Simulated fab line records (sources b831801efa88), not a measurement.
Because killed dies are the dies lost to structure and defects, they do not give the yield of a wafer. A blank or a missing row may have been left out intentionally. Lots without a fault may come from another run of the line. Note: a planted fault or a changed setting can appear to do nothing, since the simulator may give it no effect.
Which tool is to blame? / flow gf180mcu / 18 wafers from 6 lots sampled at 2 of the route's 602 steps

WHAT EACH GAUGE READ, for each wafer
GF_VT_IMPLANT_RS_MEAS_48: measures by four-point-probe.
lot=L455; measured=day 8 10:31; on=film_metro-01; LVPWELL_RS (ohm/sq)=1196 1199 1201
lot=L458; measured=day 9 16:17; on=film_metro-04; LVPWELL_RS (ohm/sq)=1199 1200 1194
lot=L459; measured=day 9 19:57; on=film_metro-04; LVPWELL_RS (ohm/sq)=1171 1168 1173 1171 1168 1170
lot=L463; measured=day 10 14:24; on=film_metro-04; LVPWELL_RS (ohm/sq)=1189 1192 1190
lot=L473; measured=day 13 06:05; on=film_metro-01; LVPWELL_RS (ohm/sq)=1194 1194 1197
lot=L475; measured=day 14 00:09; on=film_metro-01; LVPWELL_RS (ohm/sq)=1195 1193 1192

TOOL THAT RAN EACH LOT (tool first, then ch and the chambers of the sampled wafers, then the start)
lot=L455; GF_LVPWELL_IMPLANT_09=implanter-04 ch 0, day 4 11:26
lot=L458; GF_LVPWELL_IMPLANT_09=implanter-03 ch 0, day 5 11:35
lot=L459; GF_LVPWELL_IMPLANT_09=implanter-03 ch 0, day 5 16:19
lot=L463; GF_LVPWELL_IMPLANT_09=implanter-04 ch 0, day 6 07:42
lot=L473; GF_LVPWELL_IMPLANT_09=implanter-02 ch 0, day 8 14:26
lot=L475; GF_LVPWELL_IMPLANT_09=implanter-04 ch 0, day 9 04:22
- GF_LVPWELL_IMPLANT_09

THE ANSWER, worked out from the rows above alone
Rule: the usual values come from the lots themselves. Put in order of their means at a reading, lots are off if they are a third of the lots or fewer, leave a main group of 4 or more, and stand apart from it by a gap of 3 or more times the standard deviation of the main group's means; of several such gaps the widest counts. A main group is skipped when, at the precision printed for the reading in the tables above, its means are all equal. Also off: a lot with no number at a reading for which 4 or more lots have one. Any other lot the step has rows for is counted as sound.
Off: L459, at GF_VT_IMPLANT_RS_MEAS_48 (LVPWELL_RS). The main group: mean 1195 ohm/sq, standard deviation 3.
A tool fits if, at a process step before that reading, it ran every lot that is off, and no sound lot after the first of them. The gauges at GF_VT_IMPLANT_RS_MEAS_48 are tried like those tools. One candidate fits, namely implanter-03 at GF_LVPWELL_IMPLANT_09. Its last sound lot is L458 (day 5 11:35), its first lot that is off L459 (day 5 16:19): a fault that began between those two fits.

WHAT THE SIMULATOR PUT IN
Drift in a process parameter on implanter-03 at GF_LVPWELL_IMPLANT_09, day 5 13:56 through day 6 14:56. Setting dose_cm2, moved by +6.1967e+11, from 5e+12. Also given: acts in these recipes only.
Lots struck among those shown: L459. The same result came from the rule above.
